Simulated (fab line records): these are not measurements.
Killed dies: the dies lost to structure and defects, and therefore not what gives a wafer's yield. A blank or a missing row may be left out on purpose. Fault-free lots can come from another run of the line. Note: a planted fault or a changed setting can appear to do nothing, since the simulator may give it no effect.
Shared-tool check | flow gf180mcu | Lots sampled 14, wafers sampled 42

REASON FOR OPENING
GF_VT_IMPLANT_RS_MEAS_49, reading MVPSD_RS: flagged on 2 of 14 lots. Wafers without a fault read 1168 ohm/sq, standard deviation 3.7.
Rule: a lot is flagged when every wafer of it that has a number lies more than 4 standard deviations from that mean, or none has a number. As for the other lots, they are considered sound.

lot  | measured     | on            | MVPSD_RS (ohm/sq), wafer by wafer | flag
L626 | day 7 13:43  | film_metro-01 | 1165 1165 1163                    |
L627 | day 7 22:41  | film_metro-03 | 1163 1164 1165                    |
L628 | day 8 03:11  | film_metro-02 | 1166 1167 1168                    |
L629 | day 8 09:02  | film_metro-02 | 1168 1169 1172                    |
L631 | day 9 00:13  | film_metro-03 | 1169 1170 1166                    |
L632 | day 9 06:15  | film_metro-01 | 1160 1164 1165                    |
L633 | day 9 13:56  | film_metro-02 | 1212 1211 1209                    | FLAGGED
L635 | day 10 01:47 | film_metro-02 | 1209 1207 1211                    | FLAGGED
L637 | day 10 15:41 | film_metro-01 | 1174 1170 1171                    |
L640 | day 11 13:17 | film_metro-02 | 1168 1169 1170                    |
L645 | day 12 20:15 | film_metro-01 | 1171 1173 1171                    |
L646 | day 13 04:40 | film_metro-01 | 1166 1166 1164                    |
L647 | day 13 12:26 | film_metro-03 | 1165 1168 1167                    |
L649 | day 14 02:28 | film_metro-02 | 1175 1173 1174                    |
The numbers of the flagged lots are 1210 ohm/sq on average: +42 ohm/sq against the usual, or +11 standard deviations.

LOT BY LOT: THE TOOL USED
The record holds 1 process step before the reading, out of a route of 602 steps. Read each cell as the tool, then ch plus the chambers that the sampled wafers visited, then the start.
lot  | flag    | GF_MVPSD_IMPLANT_09
L626 |         | implanter-02 ch 0, day 5 00:31
L627 |         | implanter-04 ch 0, day 5 08:55
L628 |         | implanter-02 ch 0, day 5 12:26
L629 |         | implanter-01 ch 0, day 5 17:11
L631 |         | implanter-04 ch 0, day 6 07:10
L632 |         | implanter-04 ch 0, day 6 11:58
L633 | FLAGGED | implanter-02 ch 0, day 6 19:13
L635 | FLAGGED | implanter-02 ch 0, day 7 05:32
L637 |         | implanter-01 ch 0, day 7 17:53
L640 |         | implanter-01 ch 0, day 8 12:37
L645 |         | implanter-02 ch 0, day 9 18:14
L646 |         | implanter-01 ch 0, day 9 23:13
L647 |         | implanter-04 ch 0, day 10 07:10
L649 |         | implanter-02 ch 0, day 10 18:55
What is done by these steps:
- GF_MVPSD_IMPLANT_09
- GF_VT_IMPLANT_RS_MEAS_49: measures by four-point-probe.

FLAGGED AGAINST TOTAL, ONE TOOL AT A TIME (gauges that did the reading follow at the end)
step                     | tool          | lots run | flagged | share of the flagged lots | sound lots run after its first flagged lot
GF_MVPSD_IMPLANT_09      | implanter-01  | 4        | 0       | none                      | -
GF_MVPSD_IMPLANT_09      | implanter-02  | 6        | 2       | all                       | 2 (L645,L649)
GF_MVPSD_IMPLANT_09      | implanter-04  | 4        | 0       | none                      | -
GF_VT_IMPLANT_RS_MEAS_49 | film_metro-01 | 5        | 0       | none                      | -
GF_VT_IMPLANT_RS_MEAS_49 | film_metro-02 | 6        | 2       | all                       | 2 (L640,L649)
GF_VT_IMPLANT_RS_MEAS_49 | film_metro-03 | 3        | 0       | none                      | -

WHAT IS ALLOWED BY THE TABLE
2 rows of the table ran every flagged lot: implanter-02 at GF_MVPSD_IMPLANT_09, film_metro-02 at GF_VT_IMPLANT_RS_MEAS_49.
- implanter-02 at GF_MVPSD_IMPLANT_09 ran 6 lots, 2 of them flagged. After the first flagged lot (L645, L649), sound lots still ran on it; a lasting fault on the whole tool would not permit that. Its own readings (beam_on_s, faraday_current_uA) fall more than 4 standard deviations out on all wafers of the flagged lots.
- film_metro-02 at GF_VT_IMPLANT_RS_MEAS_49 ran 6 lots, 2 of them flagged. After the first flagged lot (L640, L649), sound lots still ran on it; a lasting fault on the whole tool would not permit that.
Not one row of the table ran every flagged lot while running no sound lot after the first.

WHAT THE SIMULATOR HAD INSERTED
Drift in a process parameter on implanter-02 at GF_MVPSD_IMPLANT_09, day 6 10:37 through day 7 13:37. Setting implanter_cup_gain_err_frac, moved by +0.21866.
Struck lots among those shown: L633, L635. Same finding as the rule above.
